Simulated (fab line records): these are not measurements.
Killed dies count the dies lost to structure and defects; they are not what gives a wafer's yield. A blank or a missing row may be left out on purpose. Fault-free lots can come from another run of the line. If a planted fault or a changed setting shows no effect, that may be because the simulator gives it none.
Struck lot and sound lot, side by side ; flow sky130 ; 15 out of 708 route steps
Sound: the wafers L994.1, L994.2, L994.3. Wafers struck: L997.2, L997.4, L997.5. Last of all comes the cause.
Order at every step that has rows: each side's tool, ch and its chambers, its first start. Under that, the readings that differ: sound wafers ; struck wafers ; difference of the means ; sigmas: that difference in standard deviations of wafers without a fault.
alike: words and numbers the same on both sides, and readings whose means are apart by under 2 such deviations; not compared: readings that were withheld, readings missing a value for some wafer, numbers with overlapping values and no deviation given by the record, and bounds like >300 which may hide the same value.
A row with sigmas, a row that says differs or no value, or rows on one side alone: a step with any of these is where the two part. Non-overlapping numbers with no deviation appear without sigmas and do not part them. A reading that every wafer of one side lacks parts them only if that side has two wafers or more.

first, 4 steps without rows for these wafers: SKY_PWDE_SOFTBAKE_03; SKY_PWDE_EXPOSE_04 (exposes mask PWDEM, target cd 840 nm); SKY_PWDE_PEB_05; SKY_PWDE_DEVELOP_06 (develop time 60 s).
SKY_PWDE_OVL_MEAS_07:
  struck on overlay-02, day 6 18:48; sound on overlay-01, day 5 21:06
reading;sound;struck;difference;sigmas
PWDE_OVL (nm);-1.0 -1.0 -1.7;2.9 0.5 2.5;+3.2;+2
after that, 1 step had no rows for these wafers: SKY_PWDE_IMPLANT_08.
SKY_PWDE_STRIP_09: strips in O2/N2.
  sound on plasma asher-02 ch 0,1, day 5 21:17; struck on plasma asher-02 ch 0,1, day 6 18:59
reading;sound;struck;difference;sigmas
oes product au (a.u.);0.723 0.718 0.720;0.729 0.728 0.730;+0.009;+2
  alike: drypump motor current A, strip time to endpoint s
  not compared: rf hours counter h
SKY_PWDE_TW_MEAS_10:
  struck on film metro-04, day 6 19:05; sound on film metro-04, day 5 21:23
  alike: PWDE_TW
then, 4 steps without rows for these wafers: SKY_NWELL_DEHYDRATE_03 (time 60 s); SKY_NWELL_HMDS_04 (prime time 60 s); SKY_NWELL_COAT_05 (resist thk 3000 nm); SKY_NWELL_SOFTBAKE_06.
SKY_NWELL_EXPOSE_07: exposes mask NWM, target cd 840 nm.
  sound on iline stepper-02 ch 0, day 6 07:03; struck on iline stepper-01 ch 0, day 7 04:56
reading;sound;struck;difference;sigmas
exposure dose mJ cm2;255.13 255.38 255.20;288.04 287.79 288.34;+32.82;+99 or more
  alike: mask
after that, 1 step had no rows for these wafers: SKY_NWELL_PEB_08.
-- the record jumps here: 42 days lie between the struck wafers' starts before and after (it left off in module NWELL and takes up again in module PAD_OPEN, whose first step shown is number 708 of the route) --
SKY_PAD_OPEN_PROBE_99:
  struck on prober-01, day 48 20:01; sound on prober-01, day 48 09:01
reading;sound;struck;difference;sigmas
killed_at_M0_to_M3;58 59 44;42 28 37;-18;-3
killed_at_M4_up;8 4 8;3 2 1;-5;-2
killed at front end;13 14 7;15 31 18;+10;+2
model.etest.res nwell.width nm (nm);849.2 851.3 842.3;861.5 866.1 860;+14.9;
model.etest.res iso pwell.width nm (nm);2629 2625 2635;2638 2650 2639;+13;
  alike: killed at contacts, killed at other, killed dies, killed on rim, killed open, killed short

== WHERE THEY PART ==
Earliest at SKY_PWDE_OVL_MEAS_07; latest, in this record, at SKY_PAD_OPEN_PROBE_99.

WHY: what had been put in by the simulator
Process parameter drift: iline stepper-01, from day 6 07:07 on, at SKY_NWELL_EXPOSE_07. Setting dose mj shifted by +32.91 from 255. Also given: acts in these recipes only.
